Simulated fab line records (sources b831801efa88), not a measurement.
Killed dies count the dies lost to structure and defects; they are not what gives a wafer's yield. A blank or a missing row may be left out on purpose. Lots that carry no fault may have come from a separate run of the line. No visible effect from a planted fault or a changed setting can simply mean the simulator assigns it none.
A lot that was struck, set against a sound lot :: flow sky130 :: 45 out of 708 route steps
Sound: these wafers, L890.2, L890.3, L890.5. Struck: wafer L900.1. (L900.2 of the same lot was not struck and is left out.) The cause comes at the end.
For every step that has rows: the tool of each side, followed by ch and its chambers, followed by its first start. Under that, the readings that differ: sound wafers :: struck wafers :: difference of the means :: sigmas: that difference in standard deviations of wafers without a fault.
alike: words and numbers the same on both sides, and readings whose means are apart by under 2 such deviations; not compared: readings that were withheld, readings missing a value for some wafer, numbers with overlapping values and no deviation given by the record, and bounds like >300 which may hide the same value.
A row with sigmas, a row that says differs or no value, or rows on one side alone: a step with any of these is where the two part. Numbers that have no deviation but don't overlap get no sigmas and don't part them. Lack of a reading on every wafer of one side parts them only where that side has two or more wafers.

first, 3 steps without rows for these wafers: SKY_LI_CONTACT_EXPOSE_09 (exposes mask LICM1, target cd 170 nm); SKY_LI_CONTACT_PEB_10; SKY_LI_CONTACT_DEVELOP_11 (develop time 60 s).
SKY_LI_CONTACT_CD_MEAS_12 targets a cd of 170 nm.
  sound: cdSem-02 at day 31 11:21; struck: cdSem-02 at day 34 18:55
  alike: cdNm
SKY_LI_CONTACT_OVL_MEAS_13:
  sound: overlay-01 at day 31 11:28; struck: overlay-02 at day 34 19:02
  alike: LI_CONTACT_OVL
then, 2 steps without rows for these wafers: SKY_LI_CONTACT_ETCH_14 (etches BARC in N2/H2, stops on SiO2, time 45.9 s, target depth 60 nm); SKY_LI_CONTACT_ETCH_15 (etches PSG in C4F8/O2/Ar, stops on Si, target depth 600 nm).
SKY_LI_CONTACT_STRIP_16: strips in O2/N2.
  sound on plasmaAsher-02 ch 0,1, day 31 11:37; struck on plasmaAsher-02 ch 1, day 34 19:11
  alike: drypumpMotorCurrentA, oesProductAu, stripTimeToEndpointS
  not compared: rfHoursCounterH
then, 2 steps without rows for these wafers: SKY_LI_CONTACT_CLEAN_17 (cleans in NMP, time 600 s); SKY_LI_CONTACT_PRE_CLEAN_18 (time 5.6 s).
SKY_LI_CONTACT_SPUTTER_19: material Ti, target thk 20 nm, time 106.37 s.
  sound: pvdSputter-03 at day 31 11:55; struck: pvdSputter-03 at day 34 19:29
  alike: throttleValvePct
then, 1 step without rows for these wafers: SKY_LI_CONTACT_SPUTTER_20 (material TiN, target thk 20 nm, time 80 s).
SKY_LI_CONTACT_CVD_21: deposits W, target thk 400 nm, time 120.56 s.
  sound on cvdW-02 ch 0,1, day 31 12:03; struck on cvdW-01 ch 0, day 34 19:37
reading: model.W_of_LI_CONTACT_CVD_21.thkNm (nm)
sound: 398 392.5 390.3
struck: 413.5
difference: +19.9
sigmas: 
  alike: heaterPowerW
SKY_LI_CONTACT_RS_MEAS_22: measurement is done with a four-point probe.
  sound: filmMetro-04 at day 31 12:11; struck: filmMetro-02 at day 34 19:45
reading: LI_CONTACT_W_RS (ohm/sq)
sound: 0.287 0.291 0.292
struck: 0.275
difference: -0.015
sigmas: -4
SKY_LI_CONTACT_THK_MEAS_23: measures by xrf.
  sound: filmMetro-04 at day 31 12:18; struck: filmMetro-02 at day 34 19:52
reading: LI_CONTACT_W_THK (nm)
sound: 397 390 386
struck: 403
difference: +12
sigmas: +2
then, 2 steps without rows for these wafers: SKY_LI_CONTACT_CMP_24 (polishes, stops on PSG, t overpolish 20 s, target thk 0 nm); SKY_LOCAL_INTERCONNECT_SPUTTER_00 (material TiN, target thk 100 nm, time 83.3 s).
SKY_LOCAL_INTERCONNECT_RS_MEAS_01: measurement is done with a four-point probe.
  sound: filmMetro-01 at day 31 12:44; struck: filmMetro-03 at day 34 20:17
  alike: LOCAL_INTERCONNECT_TIN_RS
SKY_LOCAL_INTERCONNECT_THK_MEAS_02: measures by xrf.
  sound: filmMetro-01 at day 31 12:51; struck: filmMetro-03 at day 34 20:25
  alike: LOCAL_INTERCONNECT_TIN_THK
then, 8 steps without rows for these wafers: SKY_LOCAL_INTERCONNECT_DEHYDRATE_03 (time 60 s); SKY_LOCAL_INTERCONNECT_HMDS_04 (prime time 60 s); SKY_LOCAL_INTERCONNECT_COAT_05 (resist thk 60 nm); SKY_LOCAL_INTERCONNECT_COAT_06 (resist thk 450 nm); SKY_LOCAL_INTERCONNECT_SOFTBAKE_07 (time 90 s); SKY_LOCAL_INTERCONNECT_EXPOSE_08 (exposes mask LI1M, target cd 170 nm); SKY_LOCAL_INTERCONNECT_PEB_09; SKY_LOCAL_INTERCONNECT_DEVELOP_10 (develop time 60 s).
SKY_LOCAL_INTERCONNECT_CD_MEAS_11 targets a cd of 170 nm.
  sound: cdSem-01 at day 32 16:20; struck: cdSem-02 at day 35 22:10
  alike: cdNm
SKY_LOCAL_INTERCONNECT_OVL_MEAS_12:
  sound: overlay-01 at day 32 16:26; struck: overlay-02 at day 35 22:17
  alike: LOCAL_INTERCONNECT_OVL
SKY_LOCAL_INTERCONNECT_ETCH_13: etches BARC in N2/H2, stops on SiO2, time 45.9 s, target depth 60 nm.
  sound on rieMetal-02 ch 0,1, day 32 16:28; struck on rieMetal-02 ch 1, day 35 22:19
  alike: drypumpMotorCurrentA, heBacksideLeakSccm, oesProductAu, throttleValvePct
  not compared: rfHoursCounterH
SKY_LOCAL_INTERCONNECT_METAL_ETCH_14: etches TiN in Cl2/BCl3, stops on PSG, target depth 110 nm, time 31.4 s.
  sound on rieMetal-02 ch 0,1, day 32 16:32; struck on rieMetal-02 ch 1, day 35 22:23
  alike: drypumpMotorCurrentA, heBacksideLeakSccm, oesProductAu, throttleValvePct
  not compared: rfHoursCounterH
then, 4 steps without rows for these wafers: SKY_LOCAL_INTERCONNECT_STRIP_15 (strips in O2/N2); SKY_LOCAL_INTERCONNECT_STRIP_16 (strips in post etch residue remover, time 1200 s); SKY_LOCAL_INTERCONNECT_CLEAN_17 (cleans in IPA, time 180 s); SKY_LOCAL_INTERCONNECT_CLEAN_18 (cleans in O3/DIW).
SKY_CONTACT_CVD_00: deposits Si3N4, target thk 75 nm.
  sound on pecvd-03 ch 0,2, day 32 17:11; struck on pecvd-03 ch 1, day 35 23:01
  alike: heaterPowerW
SKY_CONTACT_THK_MEAS_01:
  sound: filmMetro-03 at day 32 17:13; struck: filmMetro-01 at day 35 23:04
  alike: CONTACT_CVD_00_THK
then, 1 step without rows for these wafers: SKY_CONTACT_HDPCVD_02 (deposits SiO2, target thk 565 nm, time 94.2 s).
SKY_CONTACT_THK_MEAS_03:
  sound: filmMetro-04 at day 32 17:21; struck: filmMetro-03 at day 35 23:11
  alike: CONTACT_HDPCVD_THK
then, 1 step without rows for these wafers: SKY_CONTACT_CMP_04 (polishes SiO2).
SKY_CONTACT_BOW_MEAS_05:
  sound: filmMetro-04 at day 32 17:43; struck: filmMetro-01 at day 35 23:33
  alike: CONTACT_BOW
then, 1 step without rows for these wafers: SKY_CONTACT_DEHYDRATE_06 (time 60 s).
-- the record jumps here: 10 days lie between the struck wafers' starts before and after (it left off in module CONTACT and takes up again in module VIA4, whose first step shown is number 640 of the route) --
SKY_VIA4_THK_MEAS_01:
  sound: filmMetro-03 at day 43 18:15; struck: filmMetro-01 at day 46 09:32
  alike: VIA4_HDPCVD_THK
  not compared: hold
SKY_VIA4_CMP_02: polishes SiO2.
  sound on cmp-02 ch 2,3, day 43 18:34; struck on cmp-01 ch 0, day 46 12:10
reading: hold
sound: - - -
struck: awaitDispo/2.5h/release
difference: no value on the sound wafers
sigmas: 
  alike: motorCurrentA, slurryFlowMlMin
-- the record jumps here: 3 days lie between the struck wafers' starts before and after (it left off in module VIA4 and takes up again in module PAD_OPEN, whose first step shown is number 708 of the route) --
SKY_PAD_OPEN_PROBE_99:
  sound: prober-02 at day 47 10:53; struck: prober-02 at day 49 17:59
reading: killed_at_M4_up
sound: 1 3 3
struck: 6
difference: +4
sigmas: +2
  alike: killed_at_M0_to_M3, killedAtContacts, killedAtFrontEnd, killedAtOther, killedDies, killedOpen, killedShort

## WHERE THEY PART
First at SKY_LI_CONTACT_RS_MEAS_22; last, within this record, at SKY_PAD_OPEN_PROBE_99.

WHY: what had been put in by the simulator
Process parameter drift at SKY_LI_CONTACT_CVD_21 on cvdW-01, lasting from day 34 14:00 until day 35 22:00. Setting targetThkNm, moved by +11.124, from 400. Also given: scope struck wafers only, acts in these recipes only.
